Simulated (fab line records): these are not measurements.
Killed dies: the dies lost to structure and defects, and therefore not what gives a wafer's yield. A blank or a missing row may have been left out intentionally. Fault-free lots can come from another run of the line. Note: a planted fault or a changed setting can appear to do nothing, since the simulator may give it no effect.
Which tool was responsible?	flow sky130	24 lots with 72 wafers sampled at 4 steps, on a route of 708 steps

## WHAT THE GAUGES SHOWED, per wafer
SKY_METAL3_OVL_MEAS_14.
lot	measured	on	METAL3_OVL (nm)
L074	day 38 09:25	overlay-02	7 6 4
L075	day 39 03:35	overlay-02	5 8 11
L076	day 39 14:02	overlay-02	11 0 -1
L077	day 39 18:08	overlay-02	-6 -2 -2
L078	day 39 22:12	overlay-01	0 0 -2
L079	day 40 06:39	overlay-01	5 7 9
L080	day 40 10:59	overlay-02	1 1 1
L081	day 40 21:50	overlay-02	12 7 -1
L082	day 41 09:35	overlay-01	7 8 1
L083	day 41 15:23	overlay-01	-3 -5 0
L085	day 41 21:16	overlay-02	-8 -2 -8
L084	day 41 22:25	overlay-01	5 -1 1
L086	day 42 07:03	overlay-01	0 1 5
L087	day 42 12:20	overlay-02	-2 0 2
L088	day 42 22:46	overlay-01	-3 1 -5
L089	day 43 11:04	overlay-01	6 4 6
L091	day 43 13:36	overlay-02	-1 -8 -3
L090	day 43 19:47	overlay-01	8 4 2
L092	day 43 20:22	overlay-02	2 4 0
L093	day 44 06:53	overlay-01	4 3 5
L095	day 44 08:07	overlay-02	1 2 -7
L094	day 44 08:45	overlay-01	-4 -6 2
L096	day 44 11:25	overlay-02	1 3 4
L097	day 45 04:22	overlay-02	5 6 9

## WHAT TOOL EACH LOT RAN ON (gives the tool, then ch and the chambers of the sampled wafers, and finally the start)
lot	SKY_METAL2_SPUTTER_01	SKY_METAL2_SPUTTER_02	SKY_VIA2_ETCH_14
L074	pvdSputter-04, day 33 21:15	pvdSputter-04, day 33 21:17	rieDiel-01 ch 0,1,3, day 36 03:34
L075	pvdSputter-02, day 34 17:11	pvdSputter-02, day 34 17:12	rieDiel-03 ch 1,2, day 36 22:32
L076	pvdSputter-04, day 35 03:44	pvdSputter-04, day 35 03:46	rieDiel-03 ch 1,2,3, day 37 10:34
L077	pvdSputter-03, day 35 08:34	pvdSputter-03, day 35 08:36	rieDiel-03 ch 1,2, day 37 13:44
L078	pvdSputter-02, day 35 12:55	pvdSputter-02, day 35 12:56	rieDiel-03 ch 1,3, day 37 18:11
L079	pvdSputter-03, day 35 20:59	pvdSputter-03, day 35 21:01	rieDiel-03 ch 1,2,3, day 38 02:07
L080	pvdSputter-03, day 36 02:25	pvdSputter-03, day 36 02:27	rieDiel-01 ch 2,3, day 38 06:49
L081	pvdSputter-04, day 36 14:16	pvdSputter-04, day 36 14:18	rieDiel-02 ch 1,2,3, day 38 19:46
L082	pvdSputter-04, day 37 01:11	pvdSputter-04, day 37 01:13	rieDiel-02 ch 0,3, day 39 06:10
L083	pvdSputter-03, day 37 07:34	pvdSputter-03, day 37 07:36	rieDiel-02 ch 2,3, day 39 12:19
L085	pvdSputter-04, day 37 14:10	pvdSputter-04, day 37 14:11	rieDiel-01 ch 1,2, day 39 18:43
L084	pvdSputter-04, day 37 16:56	pvdSputter-04, day 37 16:58	rieDiel-03 ch 0,1,2, day 39 20:19
L086	pvdSputter-03, day 38 01:58	pvdSputter-03, day 38 01:59	rieDiel-03 ch 0,2,3, day 40 05:40
L087	pvdSputter-04, day 38 07:24	pvdSputter-04, day 38 07:26	rieDiel-03 ch 0,1,2, day 40 10:40
L088	pvdSputter-04, day 38 18:29	pvdSputter-04, day 38 18:31	rieDiel-02 ch 1,3, day 40 20:56
L089	pvdSputter-02, day 39 08:05	pvdSputter-02, day 39 08:07	rieDiel-01 ch 0,1, day 41 10:05
L091	pvdSputter-04, day 39 10:31	pvdSputter-04, day 39 10:32	rieDiel-02 ch 0,2,3, day 41 12:28
L090	pvdSputter-04, day 39 16:02	pvdSputter-04, day 39 16:04	rieDiel-02 ch 0,2, day 41 18:32
L092	pvdSputter-02, day 39 17:46	pvdSputter-02, day 39 17:47	rieDiel-01 ch 0,2, day 41 19:07
L093	pvdSputter-03, day 40 05:22	pvdSputter-03, day 40 05:23	rieDiel-02 ch 1,2, day 42 06:28
L095	pvdSputter-04, day 40 06:40	pvdSputter-04, day 40 06:41	rieDiel-01 ch 0,1,2, day 42 07:26
L094	pvdSputter-03, day 40 07:07	pvdSputter-03, day 40 07:08	rieDiel-02 ch 2,3, day 42 08:44
L096	pvdSputter-02, day 40 10:42	pvdSputter-02, day 40 10:44	rieDiel-01 ch 0,2, day 42 11:42
L097	pvdSputter-02, day 41 03:40	pvdSputter-02, day 41 03:41	rieDiel-01 ch 0,2, day 43 04:10
- SKY_METAL2_SPUTTER_01: material TiN, target thk 20 nm, time 16.7 s.
- SKY_METAL2_SPUTTER_02: material AlCu, target thk 250 nm, time 13.3 s.
- SKY_VIA2_ETCH_14: etches BARC in N2/H2, stops on SiO2, time 45.9 s, target depth 60 nm.

## WHAT THE TOOLS THEMSELVES READ (means of the sampled wafers that have a number; where no wafer has one, the mark that the record gives instead)
SKY_METAL2_SPUTTER_01.
lot	tool	throttleValvePct (%)
L074	pvdSputter-04	30.3
L075	pvdSputter-02	30.2
L076	pvdSputter-04	30.4
L077	pvdSputter-03	30.1
L078	pvdSputter-02	29.1
L079	pvdSputter-03	30.1
L080	pvdSputter-03	31.4
L081	pvdSputter-04	28.9
L082	pvdSputter-04	29.4
L083	pvdSputter-03	30.1
L085	pvdSputter-04	30.5
L084	pvdSputter-04	30.3
L086	pvdSputter-03	30.9
L087	pvdSputter-04	29.0
L088	pvdSputter-04	29.1
L089	pvdSputter-02	29.0
L091	pvdSputter-04	29.1
L090	pvdSputter-04	30.3
L092	pvdSputter-02	29.6
L093	pvdSputter-03	30.0
L095	pvdSputter-04	29.2
L094	pvdSputter-03	30.9
L096	pvdSputter-02	30.2
L097	pvdSputter-02	29.6

SKY_METAL2_SPUTTER_02.
lot	tool	throttleValvePct (%)
L074	pvdSputter-04	30.4
L075	pvdSputter-02	30.1
L076	pvdSputter-04	30.3
L077	pvdSputter-03	29.9
L078	pvdSputter-02	29.0
L079	pvdSputter-03	29.9
L080	pvdSputter-03	31.3
L081	pvdSputter-04	29.1
L082	pvdSputter-04	29.2
L083	pvdSputter-03	30.0
L085	pvdSputter-04	30.4
L084	pvdSputter-04	30.3
L086	pvdSputter-03	31.0
L087	pvdSputter-04	29.0
L088	pvdSputter-04	28.9
L089	pvdSputter-02	29.1
L091	pvdSputter-04	29.1
L090	pvdSputter-04	30.2
L092	pvdSputter-02	29.6
L093	pvdSputter-03	30.1
L095	pvdSputter-04	29.3
L094	pvdSputter-03	30.9
L096	pvdSputter-02	30.1
L097	pvdSputter-02	29.7

SKY_VIA2_ETCH_14.
lot	tool	drypumpMotorCurrentA (A)	oesProductAu (a.u.)	throttleValvePct (%)
L074	rieDiel-01	5.9	0.857	13.219
L075	rieDiel-03	5.8	0.857	13.234
L076	rieDiel-03	5.8	0.857	13.222
L077	rieDiel-03	5.9	0.854	13.224
L078	rieDiel-03	5.9	0.856	13.223
L079	rieDiel-03	5.8	0.856	13.231
L080	rieDiel-01	5.9	0.855	13.226
L081	rieDiel-02	5.4	0.856	13.224
L082	rieDiel-02	6.1	0.855	13.223
L083	rieDiel-02	5.1	0.856	13.229
L085	rieDiel-01	5.9	0.852	13.227
L084	rieDiel-03	5.9	0.861	13.216
L086	rieDiel-03	5.9	0.852	13.229
L087	rieDiel-03	5.9	0.858	13.228
L088	rieDiel-02	5.3	0.855	13.231
L089	rieDiel-01	5.8	0.858	13.228
L091	rieDiel-02	5.6	0.857	13.222
L090	rieDiel-02	5.6	0.850	13.228
L092	rieDiel-01	6.0	0.853	13.223
L093	rieDiel-02	5.7	0.856	13.223
L095	rieDiel-01	5.9	0.853	13.217
L094	rieDiel-02	5.1	0.856	13.220
L096	rieDiel-01	6.1	0.856	13.226
L097	rieDiel-01	6.0	0.854	13.221

## THE ANSWER, worked out from the rows above alone
Rule: the usual values come from the lots themselves. Put in order of their means at a reading, lots are off if they are a third of the lots or fewer, leave a main group of 4 or more, and stand apart from it by a gap of 3 or more times the standard deviation of the main group's means; of several such gaps the widest counts. A main group is skipped when, at the precision printed for the reading in the tables above, its means are all equal. Also off: a lot with no number at a reading for which 4 or more lots have one. All remaining lots with rows at the step are treated as sound. Order of review: gauges by route order, followed by the tools' own readings, for which a lot's mean as printed above is used. The first step at which some lot is off is used, and at that step the reading that is off furthest; a lot without a number counts as furthest.
No lot is off on any of the readings shown, so nothing can be concluded from this.

## WHAT WAS PUT IN BY THE SIMULATOR
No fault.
